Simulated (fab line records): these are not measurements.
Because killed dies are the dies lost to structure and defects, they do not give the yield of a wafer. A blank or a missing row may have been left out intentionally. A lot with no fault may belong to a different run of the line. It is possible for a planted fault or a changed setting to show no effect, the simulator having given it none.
fab line records	flow sky130
record: lots: 11	wafers: 32	lastDay: 49
route steps=708 shown CONTACT@420 PAD_OPEN@708
lots that met no fault: taken from a fault-free run of the same line
startH: start of the lot's first displayed wafer, in hours after the record's first day	waitH: time in hours since the lot's previous step	" repeats the value in the row above	L1.1+2: several wafers, shown together as one row	- no value present, or no start provided	* or withheld: withheld	< > ~ a bound
route shown NAME@n: NAME is a module with steps in the file, n the number in the route of the first one	usual: mean/standard deviation taken from wafers without a fault	same: alike in all rows	chamber/n: place in a boat	sites: the reading at each site	_std_site: the standard deviation of these	_edge_site: inner sites' mean taken away from outer sites' mean	radiusMm: how far each site lies from the wafer's centre	mask NAME#n: copy n	behind: the most recent tool/chamber to have shaped the wafer	hold: what put the lot on hold/how long, in hours/how the hold closed	device: the transistor (n, p or np) that didn't switch	end of line: tests run on the same wafers once the route is complete	a step with no rows: only its recipe	killed: the dies lost at the first sort to structure and to defects; this is not the yield of the wafer	map: dies across one wafer; x = killed, . = not, _ = none there
set.NAME: the setting as run; set.NAME@STEP: as run at that earlier step	model.NAME: the simulator's own value behind a step, which no gauge read
steps of the route over a sample of lots; a table a step, a row a wafer
services: when a tool's chamber went out of use (startH, in hours from the record's first day, below 0 if earlier), for how many hours, and the reason
== steps ==
step: SKY_CONTACT_CD_MEAS_14
recipe: targetCdNm: 170
usual: cdNm: 170.0/1.7
lot.wafer	tool	chamber	startH	waitH	cdNm
L687.3	cdSem-02	-	740.46	-	166.9
L687.5	"	-	"	"	167.5
L687.6	"	-	"	"	167.9
L690.1	cdSem-01	-	770.98	-	167.9
L690.2	"	-	"	"	169.7
L690.6	"	-	"	"	167.2
L691.1	cdSem-02	-	775.19	-	169.4
L691.3	"	-	"	"	168.6
L691.4	"	-	"	"	169.7
L692.1	cdSem-01	-	778.48	-	168.5
L692.5	"	-	"	"	169.4
L692.6	"	-	"	"	168.2
L693.1	cdSem-01	-	785.43	-	171.7
L693.3	"	-	"	"	170.1
L693.5	"	-	"	"	170.4
L696.2	cdSem-01	-	809.69	-	168.3
L696.3	"	-	"	"	168.5
L696.4	"	-	"	"	169.2
L697.1	cdSem-01	-	820.03	-	172.2
L697.2	"	-	"	"	170.3
L697.4	"	-	"	"	170.0
L698.2	cdSem-02	-	830.48	-	170.3
L698.3	"	-	"	"	170.0
L698.5	"	-	"	"	171.1
L699.1	cdSem-01	-	840.82	-	172.6
L699.2	"	-	"	"	172.8
L699.3	"	-	"	"	172.3
L700.1	cdSem-01	-	845.67	-	170.7
L700.3	"	-	"	"	169.3
L701.2	cdSem-01	-	855.39	-	172.8
L701.4	"	-	"	"	172.1
L701.5	"	-	"	"	173.6
step: SKY_CONTACT_ETCH_17
recipe: target: SiO2	chemistry: C4F8/O2/Ar	stopOn: Si3N4	maskMaterial: KrF-thick	sourceW: 1500	biasW: 1200	pressureMtorr: 40	c4f8FlowSccm: withheld	O2_flow_sccm: 6	Ar_flow_sccm: 300	timeS: withheld	targetDepthA: 3400
usual: oesProductAu: 0.892/0.0049
lot.wafer	tool	chamber	startH	waitH	oesProductAu
L687.3	rieDiel-03	2	740.63	0.0	0.886
L687.5	"	3	"	"	0.886
L687.6	"	0	"	"	0.892
L690.1	rieDiel-03	1	771.18	0.0	0.896
L690.2	"	0	"	"	0.891
L690.6	"	3	"	"	0.897
L691.1	rieDiel-01	2	775.39	0.0	0.889
L691.3	"	0	"	"	0.893
L691.4	"	3	"	"	0.887
L692.1	rieDiel-03	0	778.68	0.0	0.888
L692.5	"	3	"	"	0.889
L692.6	"	2	"	"	0.894
L693.1	rieDiel-04	1	785.63	0.0	0.889
L693.3	"	3	"	"	0.895
L693.5	"	2	"	"	0.890
L696.2	rieDiel-04	3	809.87	0.0	0.894
L696.3	"	0	"	"	0.894
L696.4	"	3	"	"	0.894
L697.1	rieDiel-03	1	820.23	0.0	0.889
L697.2	"	3	"	"	0.900
L697.4	"	2	"	"	0.892
L698.2	rieDiel-01	3	830.66	0.0	0.884
L698.3	"	1	"	"	0.896
L698.5	"	3	"	"	0.898
L699.1	rieDiel-04	3	841.02	0.0	0.892
L699.2	"	0	"	"	0.892
L699.3	"	2	"	"	0.891
L700.1	rieDiel-01	3	845.87	0.0	0.896
L700.3	"	2	"	"	0.892
L701.2	rieDiel-03	3	855.57	0.0	0.888
L701.4	"	0	"	"	0.889
L701.5	"	0	"	"	0.892
step: SKY_CONTACT_ETCH_18
recipe: target: Si3N4	chemistry: CHF3/O2	stopOn: TiN	sourceW: 600	biasW: 200	pressureMtorr: 40	chf3FlowSccm: 50	O2_flow_sccm: 5	timeS: 39	targetDepthA: 750
usual: chf3FlowSccm: 50.00/0.15	drypumpMotorCurrentA: 5.8/0.49	oesProductAu: 0.858/0.0076	throttleValvePct: 8.794/0.0092
lot.wafer	tool	chamber	startH	waitH	chf3FlowSccm	drypumpMotorCurrentA	oesProductAu	rfHoursCounterH	throttleValvePct
L687.3	rieDiel-03	2	-	-	49.89	4.8	0.865	11	8.806
L687.5	"	3	"	"	49.92	6.0	0.869	-	8.777
L687.6	"	0	"	"	49.87	5.6	0.865	-	8.811
L690.1	rieDiel-03	1	-	-	49.92	6.3	0.851	5	8.810
L690.2	"	0	"	"	49.95	5.6	0.858	12	8.779
L690.6	"	3	"	"	49.98	6.0	0.861	-	8.789
L691.1	rieDiel-01	2	-	-	50.47	6.3	0.860	3	8.788
L691.3	"	0	"	"	49.78	5.7	0.850	3	8.788
L691.4	"	3	"	"	49.87	5.7	0.856	10	8.780
L692.1	rieDiel-03	0	-	-	50.05	5.6	0.867	13	8.775
L692.5	"	3	"	"	50.00	6.0	0.860	-	8.797
L692.6	"	2	"	"	50.03	4.8	0.864	-	8.797
L693.1	rieDiel-04	1	-	-	50.04	5.6	0.841	15	8.803
L693.3	"	3	"	"	49.86	5.0	0.848	13	8.792
L693.5	"	2	"	"	49.89	5.5	0.858	-	8.783
L696.2	rieDiel-04	3	-	-	49.74	5.0	0.871	14	8.805
L696.3	"	0	"	"	50.05	6.4	0.866	1	8.792
L696.4	"	3	"	"	49.95	5.0	0.870	-	8.808
L697.1	rieDiel-03	1	-	-	50.12	6.3	0.845	6	8.792
L697.2	"	3	"	"	49.91	6.0	0.845	10	8.798
L697.4	"	2	"	"	49.88	4.8	0.853	13	8.777
L698.2	rieDiel-01	3	-	-	49.96	5.7	0.865	12	8.797
L698.3	"	1	"	"	49.99	6.2	0.847	8	8.795
L698.5	"	3	"	"	50.11	5.7	0.868	-	8.802
L699.1	rieDiel-04	3	-	-	50.04	5.0	0.851	15	8.791
L699.2	"	0	"	"	49.95	6.4	0.841	2	8.801
L699.3	"	2	"	"	49.91	5.6	0.852	1	8.792
L700.1	rieDiel-01	3	-	-	50.01	5.7	0.852	13	8.804
L700.3	"	2	"	"	50.13	6.3	0.853	5	8.777
L701.2	rieDiel-03	3	-	-	50.28	6.0	0.847	12	8.798
L701.4	"	0	"	"	49.96	5.6	0.863	15	8.802
L701.5	"	0	"	"	49.92	5.6	0.855	-	8.795
step: SKY_CONTACT_CVD_24
recipe: material: W	targetThkNm: 340	timeS: 102.12	tempC: 400	pressureTorr: 40
usual: heaterPowerW: 834/53
lot.wafer	tool	chamber	startH	waitH	heaterPowerW
L687.3	cvdW-02	0	741.50	0.1	829
L687.5	"	0	"	"	840
L687.6	"	0	"	"	803
L690.1	cvdW-01	1	771.94	0.0	909
L690.2	"	0	"	"	741
L690.6	"	1	"	"	909
L691.1	cvdW-02	0	776.13	0.0	819
L691.3	"	0	"	"	845
L691.4	"	1	"	"	848
L692.1	cvdW-01	1	779.43	0.0	902
L692.5	"	0	"	"	749
L692.6	"	1	"	"	897
L693.1	cvdW-01	0	786.38	0.0	766
L693.3	"	1	"	"	897
L693.5	"	1	"	"	886
L696.2	cvdW-02	0	810.62	0.0	820
L696.3	"	0	"	"	834
L696.4	"	1	"	"	848
L697.1	cvdW-02	1	821.09	0.0	870
L697.2	"	0	"	"	829
L697.4	"	0	"	"	828
L698.2	cvdW-02	0	831.42	0.0	846
L698.3	"	0	"	"	835
L698.5	"	1	"	"	854
L699.1	cvdW-02	1	841.77	0.0	857
L699.2	"	0	"	"	819
L699.3	"	0	"	"	854
L700.1	cvdW-02	0	846.64	0.0	829
L700.3	"	0	"	"	857
L701.2	cvdW-01	0	856.35	0.0	749
L701.4	"	0	"	"	760
L701.5	"	1	"	"	907
step: SKY_CONTACT_RS_MEAS_25
recipe: thkMeasGauge: four-point-probe	reads: W_of_CONTACT_CVD_24+TiN_of_CONTACT_SPUTTER_23
usual: CONTACT_W_RS: 0.337/0.0033
lot.wafer	tool	chamber	startH	waitH	CONTACT_W_RS[ohm/sq]
L687.3	filmMetro-02	-	741.69	0.2	0.335
L687.5	"	-	"	"	0.331
L687.6	"	-	"	"	0.333
L690.1	filmMetro-02	-	772.05	0.1	0.332
L690.2	"	-	"	"	0.336
L690.6	"	-	"	"	0.333
L691.1	filmMetro-02	-	776.24	0.1	0.338
L691.3	"	-	"	"	0.341
L691.4	"	-	"	"	0.339
L692.1	filmMetro-02	-	779.54	0.1	0.336
L692.5	"	-	"	"	0.337
L692.6	"	-	"	"	0.336
L693.1	filmMetro-04	-	786.49	0.1	0.335
L693.3	"	-	"	"	0.333
L693.5	"	-	"	"	0.331
L696.2	filmMetro-04	-	810.75	0.1	0.337
L696.3	"	-	"	"	0.337
L696.4	"	-	"	"	0.331
L697.1	filmMetro-01	-	821.20	0.1	0.335
L697.2	"	-	"	"	0.338
L697.4	"	-	"	"	0.335
L698.2	filmMetro-02	-	831.55	0.1	0.336
L698.3	"	-	"	"	0.337
L698.5	"	-	"	"	0.336
L699.1	filmMetro-04	-	841.88	0.1	0.419
L699.2	"	-	"	"	0.332
L699.3	"	-	"	"	0.415
L700.1	filmMetro-01	-	846.75	0.1	0.427
L700.3	"	-	"	"	0.429
L701.2	filmMetro-02	-	856.48	0.1	0.341
L701.4	"	-	"	"	0.342
L701.5	"	-	"	"	0.345
step: SKY_CONTACT_THK_MEAS_26
recipe: thkMeasGauge: xrf	reads: W_of_CONTACT_CVD_24
usual: CONTACT_W_THK: 333/3.7
lot.wafer	tool	chamber	startH	waitH	CONTACT_W_THK[nm]
L687.3	filmMetro-02	-	741.79	0.1	334
L687.5	"	-	"	"	338
L687.6	"	-	"	"	336
L690.1	filmMetro-02	-	772.17	0.1	337
L690.2	"	-	"	"	334
L690.6	"	-	"	"	336
L691.1	filmMetro-02	-	776.36	0.1	333
L691.3	"	-	"	"	329
L691.4	"	-	"	"	329
L692.1	filmMetro-02	-	779.66	0.1	333
L692.5	"	-	"	"	331
L692.6	"	-	"	"	333
L693.1	filmMetro-04	-	786.61	0.1	335
L693.3	"	-	"	"	335
L693.5	"	-	"	"	338
L696.2	filmMetro-04	-	810.86	0.1	329
L696.3	"	-	"	"	332
L696.4	"	-	"	"	336
L697.1	filmMetro-01	-	821.32	0.1	338
L697.2	"	-	"	"	339
L697.4	"	-	"	"	342
L698.2	filmMetro-02	-	831.66	0.1	334
L698.3	"	-	"	"	333
L698.5	"	-	"	"	334
L699.1	filmMetro-04	-	842.00	0.1	271
L699.2	"	-	"	"	339
L699.3	"	-	"	"	274
L700.1	filmMetro-01	-	846.87	0.1	269
L700.3	"	-	"	"	269
L701.2	filmMetro-02	-	856.59	0.1	331
L701.4	"	-	"	"	330
L701.5	"	-	"	"	325
step: SKY_CONTACT_CMP_27
recipe: stopOn: SiO2	tOverpolishS: 15	downForcePsi: 3.5	platenRpm: 60	targetThkNm: 0	padVelocityMS: 0.94248
usual: motorCurrentA: 11.7/1.2	timeToEndpointS: 82.5/2.9
lot.wafer	tool	chamber	startH	waitH	motorCurrentA	timeToEndpointS
L687.3	cmp-01	1	741.98	0.2	11.1	79.7
L687.5	"	2	"	"	14.4	86.2
L687.6	"	3	"	"	10.3	84.0
L690.2	cmp-01	3	772.28	0.1	10.9	79.5
L690.1	"	0	"	"	12.0	84.1
L690.6	"	2	"	"	13.7	80.5
L691.3	cmp-01	1	776.42	0.0	10.0	83.7
L691.4	"	2	"	"	14.3	85.7
L691.1	"	0	"	"	12.3	89.4
L692.1	cmp-02	2	779.77	0.1	12.5	81.9
L692.5	"	1	"	"	10.7	83.0
L692.6	"	2	"	"	12.9	82.1
L693.1	cmp-01	2	786.78	0.2	14.0	84.5
L693.3	"	0	"	"	12.4	88.8
L693.5	"	1	"	"	10.6	85.1
L696.3	cmp-02	1	810.91	0.0	11.3	82.1
L696.4	"	2	"	"	13.2	83.9
L696.2	"	0	"	"	10.6	78.4
L697.2	cmp-02	3	821.43	0.1	11.1	79.7
L697.1	"	0	"	"	10.5	78.4
L697.4	"	1	"	"	10.7	85.6
L698.3	cmp-01	0	831.81	0.1	12.1	82.5
L698.2	"	1	"	"	10.5	77.4
L698.5	"	2	"	"	13.8	83.7
L699.1	cmp-01	0	842.11	0.1	12.2	68.7
L699.2	"	1	"	"	10.0	78.9
L699.3	"	2	"	"	13.1	65.8
L700.1	cmp-02	2	846.93	0.1	13.1	62.0
L700.3	"	3	"	"	11.0	65.8
L701.2	cmp-01	3	856.64	0.0	10.7	83.6
L701.4	"	1	"	"	10.5	82.6
L701.5	"	0	"	"	12.5	85.9
step: SKY_PAD_OPEN_PROBE_99
usual: killed_at_M0_to_M3: 43/6.4	killed_at_M4_up: 2.8/1.7	killedAtContacts: 24/5.5	killedAtFrontEnd: 15/4	killedAtOther: 0.3/0.54	killedDies: 86/9.1	killedOpen: 47/6.6	killedShort: 39/6.2
same: grossDies: 492	killedAtBackSide: 0
lot.wafer	tool	chamber	startH	waitH	killed_at_M0_to_M3	killed_at_M4_up	killedAtContacts	killedAtFrontEnd	killedAtOther	killedDies	killedOpen	killedShort
L687.3	prober-02	-	1081.65	0.2	34	2	29	19	0	84	45	39
L687.5	prober-02	-	1081.75	0.2	32	4	31	20	0	87	48	39
L687.6	prober-02	-	1081.80	0.2	43	0	20	26	1	90	48	42
L699.1	prober-01	-	1155.79	0.1	44	0	23	17	1	85	44	41
L699.2	prober-01	-	1155.84	0.1	49	1	30	17	2	99	51	48
L699.3	prober-01	-	1155.89	0.2	45	1	26	22	0	94	47	47
killed by level:class
L687.3 CONTACT:geometricParticle:open=11 CONTACT:geometricParticle:short=7 VIA2:geometricParticle:open=6 FIELD_ISO:geometricParticle:short=5 METAL1:geometricParticle:short=5 VIA3:geometricParticle:open=5 FIELD_ISO:geometricParticle:open=4 LOCAL_INTERCONNECT:geometricParticle:short=4
L687.5 LI_CONTACT:geometricParticle:open=10 CONTACT:geometricParticle:open=9 FIELD_ISO:geometricParticle:open=5 POLY_GATE:geometricParticle:open=5 POLY_GATE:geometricParticle:short=5 LI_CONTACT:geometricParticle:short=4 VIA1:geometricParticle:short=4 CONTACT:geometricParticle:short=4
L687.6 VIA1:geometricParticle:open=16 CONTACT:geometricParticle:open=11 FIELD_ISO:geometricParticle:short=8 METAL2:geometricParticle:short=6 POLY_GATE:geometricParticle:short=5 FIELD_ISO:geometricParticle:open=4 METAL1:geometricParticle:short=4 VIA1:geometricParticle:short=4
L699.1 VIA1:geometricParticle:open=10 CONTACT:geometricParticle:open=9 LI_CONTACT:geometricParticle:open=8 METAL2:geometricParticle:short=8 METAL1:geometricParticle:short=7 POLY_GATE:geometricParticle:short=6 FIELD_ISO:geometricParticle:short=5 CONTACT:geometricParticle:short=5
L699.2 VIA1:geometricParticle:open=13 LI_CONTACT:geometricParticle:open=10 LOCAL_INTERCONNECT:geometricParticle:short=7 CONTACT:geometricParticle:open=7 FIELD_ISO:geometricParticle:short=5 POLY_GATE:geometricParticle:short=5 METAL2:geometricParticle:short=5 VIA3:geometricParticle:short=5
L699.3 CONTACT:geometricParticle:open=12 METAL1:geometricParticle:short=10 VIA1:geometricParticle:open=9 POLY_GATE:geometricParticle:short=7 LI_CONTACT:geometricParticle:open=6 CONTACT:geometricParticle:short=6 FIELD_ISO:geometricParticle:short=5 POLY_GATE:geometricParticle:open=5
== services ==
tool	chamber	startH	hours	kind
cmp-01	-	723.79	6.6	pm
rieDiel-01	1	725.57	6.5	repair
cvdW-01	1	730.77	5.7	repair
cmp-01	-	733.13	6.6	repair
cmp-01	-	742.89	5.5	pm
cmp-02	-	750.62	4.0	pm
cmp-02	-	754.62	-	consumableReplace:conditioner
cmp-02	-	754.62	-	consumableReplace:pad
rieDiel-04	0	755.44	-	clean
rieDiel-04	0	755.44	20.4	scheduledDown
rieDiel-04	0	755.44	20.4	ventCycle
rieDiel-01	3	760.04	3.0	repair
cmp-01	-	801.21	0.7	repair
cmp-02	-	801.94	3.8	pm
rieDiel-04	2	806.64	-	clean
rieDiel-04	2	806.64	19.2	scheduledDown
rieDiel-04	2	806.64	19.2	ventCycle
cmp-02	-	808.34	0.3	repair
cvdW-01	0	808.64	6.7	repair
rieDiel-01	-	810.39	0.5	repair
cmp-01	-	836.15	2.3	repair
rieDiel-01	2	843.48	1.4	repair
cmp-02	-	856.34	0.8	repair
== key ==
firstSign: step: SKY_CONTACT_RS_MEAS_25	reading: CONTACT_W_RS	direction: up	sigmas: 26	usual: 0.337	struck: 0.422
effect: step: SKY_CONTACT_THK_MEAS_26	reading: CONTACT_W_THK	direction: down	sigmas: 17	usual: 333	struck: 271
effect: step: SKY_CONTACT_CMP_27	reading: timeToEndpointS	direction: down	sigmas: 5.9	usual: *	struck: *
metAt SKY_CONTACT_CVD_24
struckLots L699,L700
struckWafers L699.1,L699.3,L700.1,L700.3
testerLeftOut L699,L700
notActingAt SKY_CONTACT_CD_MEAS_14,SKY_CONTACT_ETCH_17,SKY_CONTACT_ETCH_18
onsetBetween 831.42 841.77
fault: kind: processParameterDrift	tool: cvdW-02	chamber: -	onsetH: 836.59	steps: SKY_CONTACT_CVD_24	channel: targetThkNm	offset: -69.635	shape: step	endH: 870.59	scope: struckWafersOnly	actsIn: theseRecipesOnly	stated: 340
testerLeftOut: of these lots the tester's yield and bins aren't shown, on N5 and GAA mostly nor the transistor test; their killed dies are dies lost to structure and defects alone, not to doping, threshold or leakage, so they don't give the yield
